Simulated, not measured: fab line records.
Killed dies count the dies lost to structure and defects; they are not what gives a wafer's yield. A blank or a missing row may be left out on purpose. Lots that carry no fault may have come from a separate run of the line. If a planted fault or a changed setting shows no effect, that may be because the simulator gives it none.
The tool behind it: which one? ; flow sky130 ; Sampling: 10 lots, 30 wafers, 7 of 708 route steps

## WHAT THE GAUGES READ, wafer by wafer
SKY_LOCAL_INTERCONNECT_RS_MEAS_01: measurement is done with a four-point probe. Usual: LOCAL_INTERCONNECT_TIN_RS gives 14.16 ohm/sq (standard deviation 0.14).
lot;measured;on;LOCAL_INTERCONNECT_TIN_RS (ohm/sq);flag
L437;day 29 18:14;film metro-04;14.15 14.40 14.25;
L439;day 30 06:16;film metro-02;14.19 14.03 14.19;
L442;day 31 11:02;film metro-04;14.16 14.15 14.08;
L443;day 31 16:07;film metro-03;14.28 14.46 14.39;
L444;day 32 05:21;film metro-03;14.05 14.20 14.04;
L450;day 33 21:45;film metro-03;14.29 14.23 14.31;
L452;day 34 14:02;film metro-02;14.37 16.42 14.48;OFF
L453;day 34 22:07;film metro-02;14.21 14.25 14.25;
L455;day 35 08:09;film metro-02;13.86 13.90 13.90;
L459;day 36 13:34;film metro-03;14.03 13.94 13.98;

SKY_LOCAL_INTERCONNECT_THK_MEAS_02: measures by xrf. Usual: LOCAL_INTERCONNECT_TIN_THK gives 98.8 nm (standard deviation 0.93).
lot;measured;on;LOCAL_INTERCONNECT_TIN_THK (nm);flag
L437;day 29 18:21;film metro-04;98.5 97.0 97.4;
L439;day 30 06:23;film metro-02;99.1 99.9 98.9;
L442;day 31 11:09;film metro-04;98.4 97.9 98.7;
L443;day 31 16:13;film metro-03;98.3 96.8 97.7;
L444;day 32 05:27;film metro-03;99.7 98.4 99.6;
L450;day 33 21:52;film metro-03;98.1 98.6 97.2;
L452;day 34 14:09;film metro-02;97.8 86.2 97.4;OFF
L453;day 34 22:14;film metro-02;98.7 98.7 98.7;
L455;day 35 08:16;film metro-02;101.2 100.3 100.8;
L459;day 36 13:41;film metro-03;99.0 99.8 98.5;

SKY_LOCAL_INTERCONNECT_CD_MEAS_11 targets a cd of 170 nm. Usual: cd nm at 169.4 nm, with a standard deviation of 1.6.
lot;measured;on;cd nm (nm);flag
L437;day 30 22:16;cd sem-02;169.6 168.5 169.5;
L439;day 31 09:52;cd sem-01;172.3 171.1 172.1;
L442;day 32 14:07;cd sem-01;170.3 168.8 171.1;
L443;day 32 19:12;cd sem-01;170.3 169.7 169.4;
L444;day 33 07:35;cd sem-01;170.2 170.2 169.9;
L450;day 35 00:22;cd sem-01;172.5 170.8 171.2;
L452;day 35 17:20;cd sem-01;169.7 170.2 171.4;
L453;day 36 00:13;cd sem-02;170.9 171.7 172.7;
L455;day 36 10:50;cd sem-01;170.1 168.8 168.9;
L459;day 37 15:42;cd sem-02;169.5 170.7 170.7;

SKY_CONTACT_BOW_MEAS_05. Usual: CONTACT_BOW gives 82 um (standard deviation 6.7).
lot;measured;on;CONTACT_BOW (um);flag
L437;day 30 23:40;film metro-02;82 82 78;
L439;day 31 11:16;film metro-02;76 78 80;
L442;day 32 15:34;film metro-02;79 90 74;
L443;day 32 20:41;film metro-02;75 71 87;
L444;day 33 08:59;film metro-01;87 90 98;
L450;day 35 01:46;film metro-01;93 81 85;
L452;day 35 18:51;film metro-01;74 85 89;
L453;day 36 01:58;film metro-02;88 86 86;
L455;day 36 12:19;film metro-04;80 78 87;
L459;day 37 17:14;film metro-04;78 81 92;

## WHAT TOOL EACH LOT RAN ON (gives the tool, then ch and the chambers of the sampled wafers, and finally the start)
lot;SKY_POLY_CUT_ETCH_10;SKY_LOCAL_INTERCONNECT_SPUTTER_00;SKY_LOCAL_INTERCONNECT_METAL_ETCH_14
L437;rie diel-03 ch 2,3, day 24 19:39;pvd sputter-01, day 29 18:10;rie metal-02 ch 0,1, day 30 22:29
L439;rie diel-01 ch 0,1, day 25 08:21;pvd sputter-01, day 30 06:12;rie metal-03 ch 1, day 31 10:05
L442;rie diel-04 ch 0,2, day 26 15:55;pvd sputter-03, day 31 10:58;rie metal-02 ch 0,1, day 32 14:22
L443;rie diel-04 ch 0,1,2, day 26 20:45;pvd sputter-02, day 31 16:01;rie metal-01 ch 0,1, day 32 19:24
L444;rie diel-01 ch 0,2, day 27 08:31;pvd sputter-03, day 32 05:15;rie metal-03 ch 0,1, day 33 07:47
L450;rie diel-01 ch 0,2,3, day 29 04:48;pvd sputter-03, day 33 21:41;rie metal-02 ch 0,1, day 35 00:35
L452;rie diel-01 ch 0,1,2, day 29 21:40;pvd sputter-03, day 34 13:58;rie metal-03 ch 0, day 35 17:37
L453;rie diel-03 ch 0,3, day 30 06:15;pvd sputter-01, day 34 22:04;rie metal-01 ch 0,1, day 36 00:26
L455;rie diel-03 ch 0,3, day 30 15:46;pvd sputter-02, day 35 08:04;rie metal-01 ch 0,1, day 36 11:02
L459;rie diel-04 ch 1,3, day 31 23:41;pvd sputter-02, day 36 13:30;rie metal-02 ch 0, day 37 15:59
- SKY_POLY_CUT_ETCH_10: etches BARC in N2/H2, stops on SiO2, time 45.9 s, target depth 60 nm.
- SKY_LOCAL_INTERCONNECT_SPUTTER_00: material TiN, target thk 100 nm, time 83.3 s.
- SKY_LOCAL_INTERCONNECT_METAL_ETCH_14: etches TiN in Cl2/BCl3, stops on PSG, target depth 110 nm, time 31.4 s.

## AS READ BY THE TOOLS THEMSELVES (means over the sampled wafers that have a number; for cases with no such wafer, the mark the record gives instead)
SKY_POLY_CUT_ETCH_10. Usual: value, then standard deviation, for each; chamber pressure mTorr 29.998 mTorr / 0.029; drypump motor current A 6.0 A / 0.52; h2 flow sccm 199.9 sccm / 0.61; n2 flow sccm 100.0 sccm / 0.31; oes product au 0.855 a.u. / 0.005; rf fwd power W 494.9 W / 2.3; throttle valve pct 13.224 % / 0.0094.
lot;tool;chamber pressure mTorr (mTorr);drypump motor current A (A);h2 flow sccm (sccm);n2 flow sccm (sccm);oes product au (a.u.);rf fwd power W (W);throttle valve pct (%);flag
L437;rie diel-03;29.998;5.9;199.7;100.1;0.854;492.1;13.224;
L439;rie diel-01;29.988;5.6;199.9;100.2;0.855;497.8;13.220;
L442;rie diel-04;30.021;6.1;200.0;99.7;0.860;495.6;13.235;
L443;rie diel-04;29.967;6.2;199.6;100.1;0.860;496.6;13.221;
L444;rie diel-01;29.982;6.2;199.7;100.0;0.860;495.1;13.224;
L450;rie diel-01;29.980;6.3;199.4;99.9;0.860;492.9;13.230;
L452;rie diel-01;30.015;6.0;200.1;99.9;0.856;494.6;13.232;
L453;rie diel-03;29.992;5.5;199.7;100.1;0.856;492.0;13.229;
L455;rie diel-03;29.998;5.5;200.6;100.0;0.854;493.0;13.231;
L459;rie diel-04;30.000;6.6;200.3;100.3;0.858;494.9;13.224;

SKY_LOCAL_INTERCONNECT_SPUTTER_00. Usual: cathode dc power W 6500.0 W, standard deviation 1.1; throttle valve pct 30.2 %, standard deviation 0.89.
lot;tool;cathode dc power W (W);throttle valve pct (%);flag
L437;pvd sputter-01;6500.0;30.0;
L439;pvd sputter-01;6500.8;29.9;
L442;pvd sputter-03;6499.1;30.4;
L443;pvd sputter-02;6500.2;30.1;
L444;pvd sputter-03;6499.1;31.0;
L450;pvd sputter-03;6500.0;29.7;
L452;pvd sputter-03;6254.9;29.8;OFF
L453;pvd sputter-01;6499.5;29.6;
L455;pvd sputter-02;6499.9;29.8;
L459;pvd sputter-02;6500.5;30.9;

SKY_LOCAL_INTERCONNECT_METAL_ETCH_14. Usual: chamber pressure mTorr 10.000 mTorr, standard deviation 0.0099; drypump motor current A 5.6 A, standard deviation 0.46; oes product au 0.940 a.u., standard deviation 0.0071; rf fwd power W 891 W, standard deviation 3.3; throttle valve pct 21.902 %, standard deviation 0.01.
lot;tool;chamber pressure mTorr (mTorr);drypump motor current A (A);oes product au (a.u.);rf fwd power W (W);throttle valve pct (%);flag
L437;rie metal-02;9.987;5.3;0.941;892;21.907;
L439;rie metal-03;10.005;5.3;0.940;892;21.900;
L442;rie metal-02;9.999;5.3;0.939;891;21.901;
L443;rie metal-01;10.010;6.0;0.934;894;21.906;
L444;rie metal-03;9.997;5.5;0.944;892;21.905;
L450;rie metal-02;10.002;5.2;0.935;890;21.900;
L452;rie metal-03;10.008;5.7;0.913;889;21.926;OFF
L453;rie metal-01;9.996;6.0;0.938;891;21.901;
L455;rie metal-01;10.002;6.0;0.954;894;21.892;
L459;rie metal-02;10.001;5.1;0.948;887;21.898;

## THE ANSWER, worked out from the rows above alone
Rule: take the mean of a lot's wafers that have a number; if it is more than 3 standard deviations from the usual mean, the lot is off. A lot without any number at a reading at which 4 lots or more have one is off too. The other lots that the step has rows for count as sound. The gauges are gone through in route order, then the tools' own readings, and for those a lot's mean is taken as printed above. The first step at which some lot is off is used, and at that step the reading that is off furthest; a lot without a number counts as furthest.
Off: L452, at SKY_LOCAL_INTERCONNECT_RS_MEAS_01 (LOCAL_INTERCONNECT_TIN_RS).
A tool fits if, at a process step before that reading, it ran every lot that is off, and no sound lot after the first of them. The gauges at SKY_LOCAL_INTERCONNECT_RS_MEAS_01 aren't tried: what is off there is off at SKY_LOCAL_INTERCONNECT_SPUTTER_00 too, on other tools, and a gauge's error can't cause that. This does not decide it: 2 tools fit, namely rie diel-01 at SKY_POLY_CUT_ETCH_10 and pvd sputter-03 at SKY_LOCAL_INTERCONNECT_SPUTTER_00.

## WHAT HAD BEEN PUT IN BY THE SIMULATOR
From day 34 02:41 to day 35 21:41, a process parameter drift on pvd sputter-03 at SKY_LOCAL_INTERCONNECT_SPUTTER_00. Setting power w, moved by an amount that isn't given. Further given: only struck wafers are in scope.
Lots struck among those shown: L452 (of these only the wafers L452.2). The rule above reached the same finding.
